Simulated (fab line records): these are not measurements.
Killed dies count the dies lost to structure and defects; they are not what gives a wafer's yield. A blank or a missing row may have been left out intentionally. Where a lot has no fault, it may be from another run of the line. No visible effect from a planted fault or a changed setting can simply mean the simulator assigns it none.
Struck lot and sound lot, side by side + flow sky130 + 15 steps out of a route of 708
Sound: these wafers, L653.1, L653.3, L653.6. Struck: wafer L655.4. (L655.1, L655.2 of the same lot were not struck and are left out.) The cause comes at the end.
For every step that has rows: the tool of each side, followed by ch and its chambers, followed by its first start. Under that, the readings that differ: sound wafers + struck wafers + difference of the means + sigmas: that difference in standard deviations of wafers without a fault.
alike: words and numbers the same on both sides, and readings whose means are apart by under 2 such deviations; not compared: readings that were withheld, readings missing a value for some wafer, numbers with overlapping values and no deviation given by the record, and bounds like >300 which may hide the same value.
The two part at a step that has a row with sigmas, a row that says differs or no value, or rows on one side only. When numbers do not overlap yet have no deviation, they are printed without sigmas and do not part them. A reading that every wafer of one side lacks parts them only if that side has two wafers or more.

SKY_VIA2_ETCH_14: etches BARC in N2/H2, stops on SiO2, time 45.9 s, target depth 60 nm.
  sound on rie-diel-04 ch 1,3, day 37 18:01; struck on rie-diel-01 ch 1, day 38 01:46
| reading                     | sound       | struck | difference | sigmas |
|-----------------------------|-------------|--------|------------|--------|
| drypump-motor-current-A (A) | 6.0 6.6 6.0 | 5.2    | -1.0       | -2     |
  alike: n2-flow-sccm, oes-product-au, rf-fwd-power-W, throttle-valve-pct
  not compared: rf-hours-counter-h
SKY_VIA2_ETCH_15: etches SiO2 in C4F8/O2/Ar, stops on TiN, target depth 546 nm, time 86.05 s.
  sound on rie-diel-04 ch 1,3, day 37 18:04; struck on rie-diel-01 ch 1, day 38 01:49
  alike: oes-product-au
  not compared: rf-hours-counter-h
SKY_VIA2_STRIP_16: strips in O2/N2.
  sound on plasma-asher-02 ch 1, day 37 18:07; struck on plasma-asher-03 ch 1, day 38 01:53
  alike: drypump-motor-current-A, n2-flow-sccm, oes-product-au, strip-time-to-endpoint-s
  not compared: rf-hours-counter-h
then, 3 steps without rows for these wafers: SKY_VIA2_STRIP_17 (strips in post etch residue remover, time 1200 s); SKY_VIA2_CLEAN_18 (cleans in IPA, time 180 s); SKY_VIA2_CLEAN_19 (cleans in O3/DIW).
SKY_VIA2_SPUTTER_20: material TiN, target thk 20 nm, time 80 s.
  sound on pvd-sputter-01 at day 37 18:46; struck on pvd-sputter-03 at day 38 02:28
  alike: chamber-pressure-pa, throttle-valve-pct
then, 1 step without rows for these wafers: SKY_VIA2_CVD_21 (deposits W, target thk 420 nm, time 126.4 s).
SKY_VIA2_RS_MEAS_22: uses a four-point probe to measure.
  sound on film-metro-02 at day 37 18:57; struck on film-metro-02 at day 38 02:40
| reading            | sound             | struck | difference | sigmas |
|--------------------|-------------------|--------|------------|--------|
| VIA2_W_RS (ohm/sq) | 0.252 0.251 0.249 | 0.260  | +0.009     | +2     |
SKY_VIA2_THK_MEAS_23: measures by xrf.
  sound on film-metro-02 at day 37 19:04; struck on film-metro-02 at day 38 02:47
  alike: VIA2_W_THK
then, 2 steps without rows for these wafers: SKY_VIA2_CMP_24 (polishes, stops on SiO2, t overpolish 20 s, target thk 0 nm); SKY_METAL3_SPUTTER_00 (material Ti, target thk 15 nm, time 10 s).
SKY_METAL3_SPUTTER_01: material TiN, target thk 20 nm, time 16.7 s.
  sound on pvd-sputter-04 at day 37 19:27; struck on pvd-sputter-04 at day 38 03:10
| reading                                    | sound                | struck | difference | sigmas      |
|--------------------------------------------|----------------------|--------|------------|-------------|
| chamber-pressure-pa (Pa)                   | 0.4002 0.4005 0.4013 | 0.4839 | +0.0832    | +99 or more |
| model.TiN_of_METAL3_SPUTTER_01.thk-nm (nm) | 20.39 20.21 19.98    | 19.22  | -0.97      |             |
  alike: throttle-valve-pct
SKY_METAL3_SPUTTER_02: material AlCu, target thk 735 nm, time 39.1 s.
  sound on pvd-sputter-04 at day 37 19:28; struck on pvd-sputter-04 at day 38 03:11
  alike: chamber-pressure-pa, throttle-valve-pct
-- the record jumps here: 9 days lie between the struck wafers' starts before and after (it left off in module METAL3 and takes up again in module PAD_OPEN, whose first step shown is number 708 of the route) --
SKY_PAD_OPEN_PROBE_99:
  sound on prober-01 at day 46 19:53; struck on prober-02 at day 47 04:20
| reading               | sound       | struck | difference | sigmas |
|-----------------------|-------------|--------|------------|--------|
| killed_at_M0_to_M3    | 64 42 48    | 34     | -17        | -3     |
| killed-at-contacts    | 21 15 18    | 37     | +19        | +4     |
| sort_bin_6_memory (%) | 7.1 5.7 6.7 | 9.1    | +2.6       | +3     |
  alike: defect-limited-yield, killed_at_M4_up, killed-at-front-end, killed-at-other, killed-dies, killed-open, killed-short, sort_bin_3_pad_short, sort_bin_5_function, sort-n-pass, sort-yield-pct

WHERE THEY PART
At SKY_VIA2_ETCH_14 first; at SKY_PAD_OPEN_PROBE_99 last (within this record only).

WHY: what had been put in by the simulator
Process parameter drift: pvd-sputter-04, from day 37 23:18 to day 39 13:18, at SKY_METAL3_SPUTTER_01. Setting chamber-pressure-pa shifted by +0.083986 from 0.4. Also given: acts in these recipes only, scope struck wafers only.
